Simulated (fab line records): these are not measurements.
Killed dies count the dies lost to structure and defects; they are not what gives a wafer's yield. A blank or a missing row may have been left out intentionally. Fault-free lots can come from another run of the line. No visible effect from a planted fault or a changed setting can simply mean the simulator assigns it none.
Which of the tools did it? | flow sky130 | Sampling: 12 lots, 36 wafers, 5 of 708 route steps

== WHAT THE GAUGES READ, wafer by wafer ==
SKY_FIELD_ISO_THK_MEAS_04.
lot  | measured    | on            | FIELD_ISO_CVD_03_THK (nm)
L944 | day 2 13:13 | film_metro-01 | 163.7 164.6 164.6
L946 | day 2 23:31 | film_metro-04 | 166.3 167.4 165.9
L948 | day 3 07:12 | film_metro-04 | 164.4 165.6 164.1
L949 | day 3 12:36 | film_metro-02 | 164.8 166.0 165.0
L950 | day 3 16:16 | film_metro-01 | 164.0 165.0 163.5
L951 | day 3 21:49 | film_metro-02 | 164.2 164.0 164.2
L953 | day 4 06:31 | film_metro-01 | 165.5 165.7 165.9
L955 | day 4 19:30 | film_metro-01 | 164.2 165.1 165.7
L956 | day 4 23:08 | film_metro-04 | 164.2 164.5 164.5
L957 | day 5 03:27 | film_metro-01 | 165.6 167.5 166.6
L962 | day 6 04:26 | film_metro-02 | 165.1 165.2 165.3
L963 | day 6 09:57 | film_metro-04 | 165.6 166.3 165.7

SKY_VT_ADJUST_NCORE_TW_MEAS_11.
lot  | measured     | on            | VT_ADJUST_NCORE_TW
L944 | day 9 15:29  | film_metro-01 | 218.4 218.5 219.0
L946 | day 10 11:07 | film_metro-02 | 223.0 221.6 222.9
L948 | day 10 20:23 | film_metro-01 | 217.3 218.8 218.7
L949 | day 11 03:29 | film_metro-04 | 221.6 223.9 223.5
L950 | day 11 10:41 | film_metro-01 | 221.4 219.9 220.9
L951 | day 11 15:02 | film_metro-04 | 222.1 223.4 222.5
L953 | day 12 04:06 | film_metro-02 | 221.7 221.7 220.1
L955 | day 12 19:44 | film_metro-02 | 221.0 221.3 221.8
L956 | day 13 01:14 | film_metro-01 | 221.8 221.4 220.7
L957 | day 13 08:25 | film_metro-01 | 221.0 221.2 220.9
L962 | day 15 14:48 | film_metro-04 | 222.5 222.3 221.8
L963 | day 15 16:13 | film_metro-02 | 221.4 221.1 222.4

== EACH LOT AND THE TOOL THAT RAN IT (in order: tool; ch and the chambers of the sampled wafers; start) ==
lot  | SKY_FIELD_ISO_COAT_08            | SKY_FIELD_ISO_STRIP_16              | SKY_VT_ADJUST_NCORE_STRIP_10
L944 | litho_track-04 ch 0, day 2 19:00 | plasma_asher-02 ch 0,1, day 3 03:03 | plasma_asher-04 ch 0,1, day 9 15:23
L946 | litho_track-01 ch 0, day 3 06:00 | plasma_asher-04 ch 0,1, day 3 14:56 | plasma_asher-01 ch 0,1, day 10 11:01
L948 | litho_track-01 ch 0, day 3 14:00 | plasma_asher-02 ch 0,1, day 3 23:22 | plasma_asher-04 ch 0,1, day 10 20:17
L949 | litho_track-03 ch 0, day 3 21:00 | plasma_asher-03 ch 0,1, day 4 05:24 | plasma_asher-03 ch 0,1, day 11 03:23
L950 | litho_track-01 ch 0, day 4 00:00 | plasma_asher-04 ch 0,1, day 4 08:57 | plasma_asher-03 ch 0,1, day 11 10:35
L951 | litho_track-04 ch 0, day 4 05:00 | plasma_asher-02 ch 0,1, day 4 14:30 | plasma_asher-04 ch 0,1, day 11 14:56
L953 | litho_track-04 ch 0, day 4 14:00 | plasma_asher-04 ch 0,1, day 4 23:26 | plasma_asher-03 ch 0,1, day 12 04:01
L955 | litho_track-03 ch 0, day 5 04:00 | plasma_asher-04 ch 0,1, day 5 13:43 | plasma_asher-04 ch 0,1, day 12 19:38
L956 | litho_track-04 ch 0, day 5 08:00 | plasma_asher-04 ch 0,1, day 5 16:59 | plasma_asher-04 ch 0,1, day 13 01:08
L957 | litho_track-04 ch 0, day 5 12:00 | plasma_asher-02 ch 0,1, day 5 22:02 | plasma_asher-03 ch 0,1, day 13 08:20
L962 | litho_track-01 ch 0, day 6 13:00 | plasma_asher-02 ch 0,1, day 6 23:34 | plasma_asher-04 ch 0,1, day 15 14:41
L963 | litho_track-01 ch 0, day 6 19:00 | plasma_asher-03 ch 0,1, day 7 05:47 | plasma_asher-01 ch 0,1, day 15 16:07
- SKY_FIELD_ISO_COAT_08: resist thk 450 nm.
- SKY_FIELD_ISO_STRIP_16: strips in O2/N2.
- SKY_VT_ADJUST_NCORE_STRIP_10: strips in O2/N2.

== WHAT THE TOOLS THEMSELVES READ (means of the sampled wafers that have a number; where no wafer has one, the mark that the record gives instead) ==
SKY_FIELD_ISO_COAT_08.
lot  | tool           | exhaust_pa (Pa)
L944 | litho_track-04 | 46.1
L946 | litho_track-01 | 45.3
L948 | litho_track-01 | 44.9
L949 | litho_track-03 | 45.1
L950 | litho_track-01 | 44.8
L951 | litho_track-04 | 44.9
L953 | litho_track-04 | 45.2
L955 | litho_track-03 | 46.3
L956 | litho_track-04 | 45.1
L957 | litho_track-04 | 45.4
L962 | litho_track-01 | 44.9
L963 | litho_track-01 | 45.5

SKY_FIELD_ISO_STRIP_16.
lot  | tool            | drypump_motor_current_A (A) | o2_flow_sccm (sccm) | oes_product_au (a.u.) | strip_time_to_endpoint_s (s)
L944 | plasma_asher-02 | 5.8                         | 2996                | 0.373                 | 3.513
L946 | plasma_asher-04 | 5.7                         | 2998                | 0.380                 | 3.530
L948 | plasma_asher-02 | 5.8                         | 2995                | 0.381                 | 3.525
L949 | plasma_asher-03 | 5.9                         | 3000                | 0.376                 | 3.520
L950 | plasma_asher-04 | 5.7                         | 2996                | 0.374                 | 3.519
L951 | plasma_asher-02 | 5.6                         | 3008                | 0.377                 | 3.508
L953 | plasma_asher-04 | 5.7                         | 3000                | 0.393                 | 3.892
L955 | plasma_asher-04 | 5.7                         | 2996                | 0.379                 | 3.543
L956 | plasma_asher-04 | 5.7                         | 3004                | 0.383                 | 3.702
L957 | plasma_asher-02 | 5.8                         | 3009                | 0.395                 | 3.926
L962 | plasma_asher-02 | 5.8                         | 2995                | 0.379                 | 3.592
L963 | plasma_asher-03 | 5.9                         | 3003                | 0.381                 | 3.575

SKY_VT_ADJUST_NCORE_STRIP_10.
lot  | tool            | drypump_motor_current_A (A) | o2_flow_sccm (sccm) | oes_product_au (a.u.) | strip_time_to_endpoint_s (s)
L944 | plasma_asher-04 | 5.7                         | 3004                | 0.715                 | 14.19
L946 | plasma_asher-01 | 5.8                         | 3000                | 0.716                 | 14.15
L948 | plasma_asher-04 | 5.7                         | 3008                | 0.715                 | 14.24
L949 | plasma_asher-03 | 5.9                         | 3000                | 0.716                 | 14.15
L950 | plasma_asher-03 | 5.9                         | 2992                | 0.718                 | 14.13
L951 | plasma_asher-04 | 5.7                         | 2991                | 0.718                 | 14.15
L953 | plasma_asher-03 | 5.9                         | 3002                | 0.715                 | 14.17
L955 | plasma_asher-04 | 5.7                         | 3011                | 0.710                 | 14.20
L956 | plasma_asher-04 | 5.7                         | 2997                | 0.716                 | 14.22
L957 | plasma_asher-03 | 5.9                         | 2993                | 0.714                 | 14.14
L962 | plasma_asher-04 | 5.7                         | 2993                | 0.714                 | 14.16
L963 | plasma_asher-01 | 5.8                         | 2998                | 0.715                 | 14.11

== THE ANSWER, worked out from the rows above alone ==
Rule: usual is defined by the lots themselves. The widest of any qualifying gaps counts: lots, ordered by their means at a reading, are off when they make up no more than a third of the lots, leave a main group of 4 or more, and stand apart from it by 3 or more times the standard deviation of that group's means. A main group is skipped when, at the precision printed for the reading in the tables above, its means are all equal. Also off: a lot with no number at a reading for which 4 or more lots have one. Any other lot the step has rows for is counted as sound. Order of review: gauges by route order, followed by the tools' own readings, for which a lot's mean as printed above is used. At the first step where some lot is off, the reading lying furthest off is the one used; lots without a number count as furthest.
Off: L953, L956, L957 (SKY_FIELD_ISO_STRIP_16, strip_time_to_endpoint_s). For the main group the mean is 3.536 s and the standard deviation 0.027.
A tool fits if, at that step or a process step before it, it ran every lot that is off, and no sound lot after the first of them. One candidate fits, namely litho_track-04 at SKY_FIELD_ISO_COAT_08. Its last sound lot is L951 (day 4 05:00), its first lot that is off L953 (day 4 14:00): a fault that began between those two fits.

== WHAT THE SIMULATOR PUT IN ==
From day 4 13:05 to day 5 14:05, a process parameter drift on litho_track-04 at SKY_FIELD_ISO_COAT_08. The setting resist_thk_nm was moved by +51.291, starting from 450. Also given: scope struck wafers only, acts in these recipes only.
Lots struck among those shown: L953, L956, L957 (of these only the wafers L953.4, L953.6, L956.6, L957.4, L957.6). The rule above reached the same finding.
